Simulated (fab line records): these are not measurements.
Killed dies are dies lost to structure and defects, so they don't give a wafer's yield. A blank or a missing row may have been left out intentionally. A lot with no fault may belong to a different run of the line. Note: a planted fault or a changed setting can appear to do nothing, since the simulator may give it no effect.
fab line records	flow sky130
record lots=6	wafers=18	lastDay=50
route steps=708 shown METAL2@495 VIA2@507 PAD_OPEN@708
lots with no fault: from the same line, run without faults
startH: the number of hours between the record's first day and the start of the first shown wafer of the lot	waitH: hours elapsed since this lot's preceding step	" unchanged from the row above	L1.1+2: a row that stands for several wafers	- value missing, or start not given	* or withheld: withheld	< > ~ a bound
route shown NAME@n: a module of which the file shows steps, and the number in the route of the first	usual: mean and standard deviation over wafers with no fault	same: alike in all rows	chamber/n: place in a boat	sites: readings site by site	_std_site: the values' standard deviation	_edge_site: the outer-site mean with the inner-site mean subtracted	radiusMm: for every site, how far away it sits from the centre of the wafer	mask NAME#n: copy n	behind: the tool/chamber that last shaped the wafer	hold: why the lot was held/for how many hours/how that ended	device: names the non-switching transistor (n, p or np)	end of line: tests run on the same wafers once the route is complete	a step without rows: its recipe alone	killed: at the first sort, the dies lost to defects and structure; wafer yield is something else	map: shows each die of a wafer: x if killed, . if not, _ if none is there
set.NAME: the run value of the setting; set.NAME@STEP: its run value at that earlier step	model.NAME: the simulator's own value behind a step, which no gauge read
a table for each step, a row for each wafer; lots at some steps of the route
services: when a tool's chamber went out of use (startH, in hours from the record's first day, below 0 if earlier), for how many hours, and the reason
## steps
# step SKY_METAL2_EXPOSE_12
# recipe maskId=MM2	na=0.8	sourceShape=annular	sigmaInner=0.55	sigmaOuter=0.85	targetCdNm=140	doseMj=28
# step SKY_METAL2_PEB_13
# recipe pebTempC=withheld	pebTimeS=withheld	resist=KrF-thick
# step SKY_METAL2_DEVELOP_14
# recipe developTimeS=60	resist=KrF-thick	devTempC=21
# step SKY_METAL2_CD_MEAS_15
# recipe targetCdNm=140
# usual cdNm=139.6/1.2
lot.wafer	tool	chamber	startH	waitH	cdNm
L395.3	cdSem-01	-	841.19	-	138.2
L395.4	"	-	"	"	138.3
L395.6	"	-	"	"	139.0
L396.2	cdSem-01	-	849.82	-	141.1
L396.4	"	-	"	"	139.8
L396.5	"	-	"	"	140.7
L403.1	cdSem-02	-	927.92	-	139.9
L403.2	"	-	"	"	138.2
L403.6	"	-	"	"	138.4
L404.2	cdSem-01	-	931.64	-	140.4
L404.4	"	-	"	"	140.4
L404.6	"	-	"	"	141.3
L405.1	cdSem-02	-	931.65	-	139.0
L405.2	"	-	"	"	137.9
L405.3	"	-	"	"	137.8
L412.2	cdSem-01	-	977.72	-	138.2
L412.4	"	-	"	"	137.7
L412.5	"	-	"	"	138.5
# step SKY_METAL2_OVL_MEAS_16
# usual METAL2_OVL=-1/5.5
lot.wafer	tool	chamber	startH	waitH	METAL2_OVL[nm]
L395.3	overlay-01	-	841.28	0.1	-7
L395.4	"	-	"	"	-9
L395.6	"	-	"	"	-2
L396.2	overlay-01	-	849.92	0.1	3
L396.4	"	-	"	"	3
L396.5	"	-	"	"	7
L403.1	overlay-01	-	928.04	0.1	-7
L403.2	"	-	"	"	-8
L403.6	"	-	"	"	-9
L404.2	overlay-01	-	931.75	0.1	10
L404.4	"	-	"	"	9
L404.6	"	-	"	"	10
L405.1	overlay-02	-	931.77	0.1	2
L405.2	"	-	"	"	7
L405.3	"	-	"	"	2
L412.2	overlay-02	-	977.83	0.1	5
L412.4	"	-	"	"	-2
L412.5	"	-	"	"	-1
# step SKY_METAL2_DESCUM_17
# recipe chemistry=O2	sourcePowerW=150	biasPowerW=0	pressureMtorr=10	tempC=40	timeS=8
# usual drypumpMotorCurrentA=5.6/0.53	oesProductAu=1.003/0.011	rfFwdPowerW=147.4/0.91
lot.wafer	tool	chamber	startH	waitH	drypumpMotorCurrentA	oesProductAu	rfFwdPowerW	rfHoursCounterH
L395.3	rieMetal-01	0	841.32	0.0	6.4	1.004	148.0	-
L395.4	"	1	"	"	5.5	1.004	148.1	-
L395.6	"	0	"	"	6.4	1.006	147.5	-
L396.2	rieMetal-01	0	849.95	0.0	6.4	0.990	147.1	0
L396.4	"	1	"	"	5.5	0.997	148.2	-
L396.5	"	1	"	"	5.5	1.001	148.1	-
L403.1	rieMetal-02	0	928.08	0.0	4.7	0.986	149.0	9
L403.2	"	1	"	"	5.5	1.001	146.3	6
L403.6	"	1	"	"	5.5	0.984	146.2	-
L404.2	rieMetal-01	0	931.78	0.0	6.4	0.990	147.1	4
L404.4	"	1	"	"	5.5	0.990	147.6	-
L404.6	"	0	"	"	6.4	0.997	147.2	-
L405.1	rieMetal-02	0	931.80	0.0	4.7	0.990	147.5	10
L405.2	"	1	"	"	5.5	0.998	146.1	7
L405.3	"	0	"	"	4.7	0.996	148.0	-
L412.2	rieMetal-01	1	977.86	0.0	5.5	1.002	148.3	18
L412.4	"	1	"	"	5.5	0.999	148.2	-
L412.5	"	1	"	"	5.5	0.999	148.3	-
# step SKY_METAL2_ETCH_18
# recipe chemistry=N2/H2	target=BARC	ionEnergyEv=200	biasW=100	pressureMtorr=30	n2FlowSccm=100	h2FlowSccm=200	icpW=500	stopOn=SiO2	timeS=45.9	targetDepthA=600
# usual biasW=100.0/0.3	drypumpMotorCurrentA=5.6/0.52	oesProductAu=0.854/0.0049	rfFwdPowerW=495.5/2.1	throttleValvePct=13.224/0.0086
lot.wafer	tool	chamber	startH	waitH	biasW	drypumpMotorCurrentA	oesProductAu	rfFwdPowerW	rfHoursCounterH	throttleValvePct
L395.3	rieMetal-01	0	841.36	0.0	100.3	6.4	0.857	494.0	-	13.224
L395.4	"	1	"	"	100.4	5.5	0.858	496.9	-	13.216
L395.6	"	0	"	"	100.0	6.4	0.847	498.6	-	13.231
L396.2	rieMetal-01	0	849.99	0.0	99.9	6.4	0.860	497.3	0	13.218
L396.4	"	1	"	"	99.8	5.5	0.855	498.3	-	13.209
L396.5	"	1	"	"	99.7	5.5	0.858	498.2	-	13.229
L403.1	rieMetal-02	0	928.11	0.0	100.6	4.7	0.855	497.1	9	13.221
L403.2	"	1	"	"	99.8	5.5	0.863	495.6	6	13.219
L403.6	"	1	"	"	99.9	5.5	0.854	495.0	-	13.224
L404.2	rieMetal-01	0	931.81	0.0	99.5	6.4	0.851	495.4	4	13.217
L404.4	"	1	"	"	100.2	5.5	0.846	495.9	-	13.218
L404.6	"	0	"	"	99.1	6.4	0.862	493.7	-	13.227
L405.1	rieMetal-02	0	931.84	0.0	99.7	4.7	0.861	497.0	10	13.223
L405.2	"	1	"	"	99.9	5.5	0.851	494.4	7	13.218
L405.3	"	0	"	"	100.0	4.8	0.860	495.1	-	13.226
L412.2	rieMetal-01	1	977.89	0.0	99.9	5.5	0.856	495.7	18	13.233
L412.4	"	1	"	"	100.0	5.5	0.864	496.0	-	13.213
L412.5	"	1	"	"	100.0	5.5	0.855	494.0	-	13.218
# step SKY_METAL2_METAL_ETCH_19
# recipe targetDepthA=3600	stopOn=SiO2	overEtchFrac=0.3	timeS=78	chemistry=Cl2/BCl3	resistSidewallDeg=88	pressureMtorr=10	icpW=900	biasW=48.5	Cl2_flow_sccm=60	bcl3FlowSccm=30
# usual biasW=48.49/0.14	drypumpMotorCurrentA=5.6/0.53	oesProductAu=0.856/0.0067	rfFwdPowerW=895/3.1	throttleValvePct=22.263/0.0085
lot.wafer	tool	chamber	startH	waitH	biasW	drypumpMotorCurrentA	oesProductAu	rfFwdPowerW	rfHoursCounterH	throttleValvePct
L395.3	rieMetal-01	0	841.43	0.1	48.53	6.4	0.851	896	-	22.269
L395.4	"	1	"	"	48.26	5.5	0.849	892	-	22.246
L395.6	"	0	"	"	48.45	6.4	0.848	893	-	22.263
L396.2	rieMetal-01	0	850.05	0.0	48.79	6.4	0.857	893	0	22.266
L396.4	"	1	"	"	48.43	5.5	0.864	895	-	22.253
L396.5	"	1	"	"	48.38	5.5	0.858	897	-	22.265
L403.1	rieMetal-02	0	928.17	0.0	48.43	4.7	0.858	897	9	22.259
L403.2	"	1	"	"	48.54	5.5	0.870	893	6	22.255
L403.6	"	1	"	"	48.51	5.5	0.846	893	-	22.263
L404.2	rieMetal-01	0	931.87	0.0	48.69	6.4	0.844	892	4	22.257
L404.4	"	1	"	"	48.61	5.5	0.855	893	-	22.261
L404.6	"	0	"	"	48.81	6.4	0.855	891	-	22.262
L405.1	rieMetal-02	0	931.90	0.0	48.47	4.7	0.849	895	10	22.263
L405.2	"	1	"	"	48.55	5.5	0.860	890	7	22.261
L405.3	"	0	"	"	48.32	4.7	0.851	901	-	22.263
L412.2	rieMetal-01	1	977.95	0.0	48.37	5.5	0.871	893	18	22.261
L412.4	"	1	"	"	48.43	5.5	0.859	893	-	22.267
L412.5	"	1	"	"	48.37	5.5	0.866	888	-	22.265
# step SKY_METAL2_STRIP_20
# recipe chemistry=O2/N2	powerW=1400	pressureMtorr=1500	platenTempC=withheld	o2FlowSccm=3000	n2FlowSccm=300	overashFraction=0.5
# usual drypumpMotorCurrentA=5.7/0.45	oesProductAu=0.342/0.0057	stripTimeToEndpointS=2.69/0.042
lot.wafer	tool	chamber	startH	waitH	drypumpMotorCurrentA	oesProductAu	rfHoursCounterH	stripTimeToEndpointS
L395.3	plasmaAsher-04	0	841.52	0.1	5.9	0.336	-	2.73
L395.4	"	1	"	"	5.8	0.346	-	2.76
L395.6	"	1	"	"	5.8	0.350	-	2.69
L396.2	plasmaAsher-02	0	850.14	0.1	5.7	0.352	43	2.72
L396.4	"	0	"	"	5.7	0.348	-	2.75
L396.5	"	0	"	"	5.7	0.344	-	2.74
L403.1	plasmaAsher-03	1	928.26	0.1	5.9	0.341	102	2.71
L403.2	"	0	"	"	6.2	0.345	102	2.68
L403.6	"	1	"	"	5.9	0.338	-	2.66
L404.2	plasmaAsher-03	0	931.96	0.1	6.2	0.340	103	2.68
L404.4	"	1	"	"	5.9	0.348	-	2.72
L404.6	"	1	"	"	5.9	0.344	-	2.68
L405.1	plasmaAsher-04	0	931.99	0.1	5.9	0.345	19	2.75
L405.2	"	1	"	"	5.8	0.348	19	2.69
L405.3	"	0	"	"	5.8	0.346	-	2.75
L412.2	plasmaAsher-04	0	978.04	0.1	5.8	0.339	24	2.71
L412.4	"	1	"	"	5.8	0.338	-	2.69
L412.5	"	1	"	"	5.8	0.352	-	2.70
# step SKY_METAL2_STRIP_21
# recipe chemistry=postEtchResidueRemover	timeS=1200	tempC=72.5
# step SKY_METAL2_CLEAN_22
# recipe chemistry=IPA	timeS=180	tempC=25
# step SKY_METAL2_CLEAN_23
# recipe chemistry=O3/DIW	dry=n2Spin
# step SKY_VIA2_HDPCVD_00
# recipe material=SiO2	targetThkNm=1180	sigmaOpenFrac=0.3	timeS=196.7	tempC=400	sih4FlowSccm=60	pressureMtorr=6
# usual runLengthS=224.4/0.64
lot.wafer	tool	chamber	startH	waitH	runLengthS	model.SiO2_of_VIA2_HDPCVD_00.thkNm
L395.3	hdpcvd-02	2	842.09	0.0	223.7	1189
L395.4	"	2	"	"	223.8	1185
L395.6	"	1	"	"	224.2	1193
L396.2	hdpcvd-01	0	850.74	0.0	225.2	1180
L396.4	"	0	"	"	225.2	1172
L396.5	"	1	"	"	224.4	1172
L403.1	hdpcvd-01	1	928.86	0.0	224.4	1175
L403.2	"	2	"	"	216.7	1132
L403.6	"	2	"	"	224.2	1183
L404.2	hdpcvd-01	2	932.56	0.0	216.6	1128
L404.4	"	2	"	"	217.0	1126
L404.6	"	1	"	"	224.4	1160
L405.1	hdpcvd-02	1	932.58	0.0	224.3	1186
L405.2	"	0	"	"	225.6	1175
L405.3	"	2	"	"	223.6	1181
L412.2	hdpcvd-02	0	978.63	0.0	225.1	1187
L412.4	"	2	"	"	223.7	1184
L412.5	"	0	"	"	226.1	1192
# step SKY_VIA2_THK_MEAS_01
# recipe reads=SiO2_of_VIA2_HDPCVD_00
# usual VIA2_HDPCVD_THK=1178/10
lot.wafer	tool	chamber	startH	waitH	VIA2_HDPCVD_THK[nm]
L395.3	filmMetro-04	-	842.23	0.1	1188
L395.4	"	-	"	"	1184
L395.6	"	-	"	"	1192
L396.2	filmMetro-04	-	850.87	0.1	1180
L396.4	"	-	"	"	1172
L396.5	"	-	"	"	1172
L403.1	filmMetro-04	-	928.98	0.1	1174
L403.2	"	-	"	"	1133
L403.6	"	-	"	"	1182
L404.2	filmMetro-04	-	932.69	0.1	1127
L404.4	"	-	"	"	1126
L404.6	"	-	"	"	1160
L405.1	filmMetro-02	-	932.71	0.1	1186
L405.2	"	-	"	"	1175
L405.3	"	-	"	"	1181
L412.2	filmMetro-02	-	978.83	0.1	1187
L412.4	"	-	"	"	1185
L412.5	"	-	"	"	1192
# step SKY_VIA2_CMP_02
# recipe material=SiO2	downForcePsi=4	platenRpm=60	padVelocityMS=0.94248
# usual motorCurrentA=11.7/0.78	slurryFlowMlMin=150.0/0.49
lot.wafer	tool	chamber	startH	waitH	motorCurrentA	slurryFlowMlMin
L395.4	cmp-02	3	842.32	0.1	10.9	150.6
L395.3	"	1	"	"	11.6	150.4
L395.6	"	3	"	"	11.1	149.8
L396.2	cmp-01	3	850.92	0.0	11.9	150.0
L396.4	"	2	"	"	12.6	150.5
L396.5	"	0	"	"	10.6	150.3
L403.2	cmp-02	1	929.09	0.1	11.8	151.2
L403.1	"	3	"	"	10.9	150.3
L403.6	"	0	"	"	11.8	150.5
L404.4	cmp-02	1	932.74	0.0	11.9	150.2
L404.2	"	3	"	"	10.9	149.5
L404.6	"	1	"	"	11.8	149.5
L405.1	cmp-01	0	932.77	0.1	10.0	149.8
L405.2	"	1	"	"	11.2	150.1
L405.3	"	2	"	"	12.4	149.8
L412.2	cmp-02	2	978.98	0.1	11.6	149.1
L412.4	"	3	"	"	11.0	150.1
L412.5	"	0	"	"	12.0	150.2
# step SKY_PAD_OPEN_PROBE_99
# usual defectLimitedYield=82.4/1.8	killed_at_M0_to_M3=43/7.8	killed_at_M4_up=3.2/1.7	killedAtContacts=24/5.2	killedAtFrontEnd=15/4.5	killedAtOther=0.4/0.65	killedDies=87/9.1	killedOpen=47/7.3	killedShort=40/6.5	sort_bin_3_pad_short=0.9/0.46	sort_bin_5_function=10.4/1.5	sort_bin_6_memory=6.3/1	sortNPass=405/9.1	sortYieldPct=82.4/1.8
# same grossDies=492	killedAtBackSide=0	sort_bin_4_leakage[%]=0	sort_bin_8_speed[%]=0
lot.wafer	tool	chamber	startH	waitH	defectLimitedYield[%]	killed_at_M0_to_M3	killed_at_M4_up	killedAtContacts	killedAtFrontEnd	killedAtOther	killedDies	killedOpen	killedShort	sort_bin_3_pad_short[%]	sort_bin_5_function[%]	sort_bin_6_memory[%]	sortNPass	sortYieldPct[%]
L395.3	prober-01	-	1091.08	0.2	83.3	46	1	24	11	0	82	43	39	0.8	8.9	6.9	410	83.3
L395.4	prober-01	-	1091.13	0.2	83.3	45	1	21	15	0	82	44	38	0.8	9.1	6.7	410	83.3
L395.6	prober-01	-	1091.23	0.2	82.9	36	3	21	24	0	84	57	27	0.4	10.6	6.1	408	82.9
L396.2	prober-02	-	1098.17	0.1	83.9	45	0	20	13	1	79	43	36	0.8	9.3	5.9	413	83.9
L396.4	prober-02	-	1098.27	0.2	78.0	54	4	19	31	0	108	60	47	1.6	14.0	6.3	384	78.0
L396.5	prober-02	-	1098.32	0.2	78.9	59	4	21	19	1	104	56	48	1.2	14.0	5.9	388	78.9
L403.1	prober-01	-	1156.67	0.1	85.0	40	1	21	12	0	74	41	33	0.4	9.1	5.5	418	85.0
L403.2	prober-01	-	1156.72	0.1	80.9	53	2	32	7	0	94	45	49	1.8	12.4	4.9	398	80.9
L403.6	prober-01	-	1156.92	0.2	83.3	39	1	23	18	1	82	52	27	0.6	9.3	6.7	410	83.3
L404.2	prober-02	-	1161.97	0.1	80.7	54	3	23	15	0	95	42	53	1.2	12.8	5.3	397	80.7
L404.4	prober-02	-	1162.07	0.2	82.3	49	4	25	9	0	87	48	39	0.4	10.8	6.5	405	82.3
L404.6	prober-02	-	1162.17	0.2	82.1	45	5	22	16	0	88	42	46	0.2	10.8	6.9	404	82.1
L405.1	prober-01	-	1162.29	0.1	83.5	48	2	15	15	1	81	40	41	1.0	10.6	4.9	411	83.5
L405.2	prober-01	-	1162.34	0.1	80.9	55	3	23	13	0	94	57	37	1.4	11.8	5.9	398	80.9
L405.3	prober-01	-	1162.39	0.2	81.3	52	4	24	12	0	92	59	33	0.8	11.0	6.9	400	81.3
L412.2	prober-02	-	1192.89	0.1	82.1	49	2	26	9	2	88	38	49	1.8	10.6	5.5	404	82.1
L412.4	prober-02	-	1192.99	0.2	84.8	30	3	27	13	2	75	37	38	1.4	8.5	5.3	417	84.8
L412.5	prober-02	-	1193.04	0.2	83.9	35	2	25	16	1	79	38	41	1.0	9.8	5.3	413	83.9
# killed by level:class
L395.3 METAL2:geometricParticle:short=10 VIA1:geometricParticle:open=9 VIA2:geometricParticle:open=9 LI_CONTACT:geometricParticle:open=8 CONTACT:geometricParticle:open=8 LOCAL_INTERCONNECT:geometricParticle:short=5 VIA3:geometricParticle:short=4 METAL1:geometricParticle:short=3
L395.4 VIA1:geometricParticle:open=14 VIA1:geometricParticle:short=9 FIELD_ISO:geometricParticle:open=6 LI_CONTACT:geometricParticle:open=6 METAL1:geometricParticle:short=6 METAL2:geometricParticle:short=5 CONTACT:geometricParticle:open=5 CONTACT:geometricParticle:short=4
L395.6 VIA1:geometricParticle:open=12 POLY_GATE:geometricParticle:open=8 VIA2:geometricParticle:open=8 FIELD_ISO:geometricParticle:open=7 LI_CONTACT:geometricParticle:open=7 CONTACT:geometricParticle:open=6 FIELD_ISO:geometricParticle:short=4 LI_CONTACT:geometricParticle:short=3
L396.2 VIA2:geometricParticle:open=10 LI_CONTACT:geometricParticle:open=9 FIELD_ISO:geometricParticle:open=5 VIA1:geometricParticle:short=5 METAL1:geometricParticle:short=5 VIA1:geometricParticle:open=5 VIA3:geometricParticle:open=5 FIELD_ISO:geometricParticle:short=4
L396.4 VIA2:geometricParticle:open=11 FIELD_ISO:geometricParticle:short=8 CONTACT:geometricParticle:open=8 VIA1:geometricParticle:open=8 LI_CONTACT:geometricParticle:open=7 METAL2:geometricParticle:short=7 METAL1:geometricParticle:short=6 POLY_GATE:geometricParticle:open=5
L396.5 VIA1:geometricParticle:open=12 VIA1:geometricParticle:short=10 FIELD_ISO:geometricParticle:open=8 METAL1:geometricParticle:short=8 VIA3:geometricParticle:open=8 CONTACT:geometricParticle:open=8 VIA2:geometricParticle:open=8 FIELD_ISO:geometricParticle:short=6
L403.1 METAL2:geometricParticle:short=8 VIA1:geometricParticle:open=8 CONTACT:geometricParticle:open=7 FIELD_ISO:geometricParticle:open=5 LOCAL_INTERCONNECT:geometricParticle:open=5 VIA3:geometricParticle:open=5 FIELD_ISO:geometricParticle:short=4 LOCAL_INTERCONNECT:geometricParticle:short=3
L403.2 VIA1:geometricParticle:open=10 LOCAL_INTERCONNECT:geometricParticle:short=10 VIA3:geometricParticle:open=10 CONTACT:geometricParticle:short=8 CONTACT:geometricParticle:open=7 VIA1:geometricParticle:short=7 METAL1:geometricParticle:short=5 VIA2:geometricParticle:open=5
L403.6 VIA3:geometricParticle:open=10 VIA1:geometricParticle:open=9 CONTACT:geometricParticle:open=9 LI_CONTACT:geometricParticle:open=6 VIA2:geometricParticle:open=5 FIELD_ISO:geometricParticle:open=4 FIELD_ISO:geometricParticle:short=4 VIA2:geometricParticle:short=4
L404.2 METAL2:geometricParticle:short=15 CONTACT:geometricParticle:open=9 METAL1:geometricParticle:short=7 VIA3:geometricParticle:open=7 FIELD_ISO:geometricParticle:open=6 VIA2:geometricParticle:open=5 VIA1:geometricParticle:open=5 FIELD_ISO:geometricParticle:short=4
L404.4 VIA1:geometricParticle:open=13 CONTACT:geometricParticle:open=11 METAL2:geometricParticle:short=8 VIA1:geometricParticle:short=7 LI_CONTACT:geometricParticle:open=6 VIA2:geometricParticle:open=5 VIA3:geometricParticle:short=4 VIA3:geometricParticle:open=4
L404.6 VIA1:geometricParticle:open=11 CONTACT:geometricParticle:open=8 METAL2:geometricParticle:short=7 FIELD_ISO:geometricParticle:short=6 VIA2:geometricParticle:open=6 VIA3:geometricParticle:open=5 METAL4:geometricParticle:short=5 POLY_GATE:geometricParticle:short=4
L405.1 VIA1:geometricParticle:open=11 METAL1:geometricParticle:short=10 VIA2:geometricParticle:short=6 VIA3:geometricParticle:open=6 METAL2:geometricParticle:short=6 CONTACT:geometricParticle:open=5 FIELD_ISO:geometricParticle:short=4 POLY_GATE:geometricParticle:open=4
L405.2 VIA3:geometricParticle:open=12 VIA2:geometricParticle:open=11 VIA1:geometricParticle:open=9 CONTACT:geometricParticle:open=8 LI_CONTACT:geometricParticle:open=7 VIA1:geometricParticle:short=7 LOCAL_INTERCONNECT:geometricParticle:short=6 METAL2:geometricParticle:short=4
L405.3 CONTACT:geometricParticle:open=11 VIA1:geometricParticle:open=11 VIA2:geometricParticle:open=11 METAL2:geometricParticle:short=6 VIA3:geometricParticle:open=6 VIA1:geometricParticle:short=5 LI_CONTACT:geometricParticle:open=5 METAL1:geometricParticle:short=4
L412.2 VIA1:geometricParticle:open=9 CONTACT:geometricParticle:open=8 METAL1:geometricParticle:short=7 METAL3:geometricParticle:short=7 LOCAL_INTERCONNECT:geometricParticle:short=6 VIA1:geometricParticle:short=6 LI_CONTACT:geometricParticle:open=5 CONTACT:geometricParticle:short=5
L412.4 VIA1:geometricParticle:open=9 CONTACT:geometricParticle:open=9 VIA3:geometricParticle:open=7 LI_CONTACT:geometricParticle:open=7 LOCAL_INTERCONNECT:geometricParticle:short=6 FIELD_ISO:geometricParticle:short=4 POLY_GATE:geometricParticle:short=4 METAL1:geometricParticle:short=4
L412.5 CONTACT:geometricParticle:short=9 LI_CONTACT:geometricParticle:open=8 VIA1:geometricParticle:open=6 POLY_GATE:geometricParticle:open=5 VIA3:geometricParticle:open=5 FIELD_ISO:geometricParticle:short=4 POLY_GATE:geometricParticle:short=4 CONTACT:geometricParticle:open=4
## services
tool	chamber	startH	hours	kind
hdpcvd-02	-	833.98	2.1	repair
rieMetal-02	-	848.78	4.3	pm
hdpcvd-01	0	855.04	2.0	repair
hdpcvd-02	-	863.79	2.8	pm
cmp-01	-	865.34	0.4	repair
rieMetal-02	0	875.06	5.7	repair
cmp-01	-	897.77	2.9	repair
plasmaAsher-02	-	903.23	1.2	repair
cmp-02	-	912.00	4.0	pm
cmp-02	-	916.00	-	consumableReplace:conditioner
cmp-02	-	916.00	-	consumableReplace:pad
rieMetal-01	-	926.48	0.4	repair
rieMetal-02	0	934.01	14.7	repair
cmp-02	-	940.30	20.5	pm
hdpcvd-01	-	950.25	15.0	pm
hdpcvd-01	0	950.25	15.0	ventCycle
hdpcvd-01	1	950.25	15.0	ventCycle
hdpcvd-01	2	950.25	15.0	ventCycle
plasmaAsher-02	-	958.05	17.6	repair
cmp-01	-	960.99	6.4	pm
cmp-02	-	962.09	1.8	repair
hdpcvd-01	0	965.25	-	clean
cmp-02	-	973.89	1.0	repair
hdpcvd-02	1	976.39	4.1	repair
## key
firstSign step=SKY_VIA2_HDPCVD_00	reading=runLengthS	direction=down	sigmas=12	usual=*	struck=*
effect step=SKY_VIA2_THK_MEAS_01	reading=VIA2_HDPCVD_THK	direction=down	sigmas=4.7	usual=1178	struck=1129
modelEffect step=SKY_VIA2_HDPCVD_00	value=SiO2_of_VIA2_HDPCVD_00.thkNm	without=1169	struck=1129
metAt SKY_VIA2_HDPCVD_00
struckWafers L403.2,L404.2,L404.4
onsetBetween 850.74 928.86
fault kind=processParameterDrift	tool=hdpcvd-01	chamber=-	onsetH=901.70	steps=SKY_VIA2_HDPCVD_00	channel=timeS	offset=*	shape=step	endH=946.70	scope=struckWafersOnly	actsIn=*	stated=*
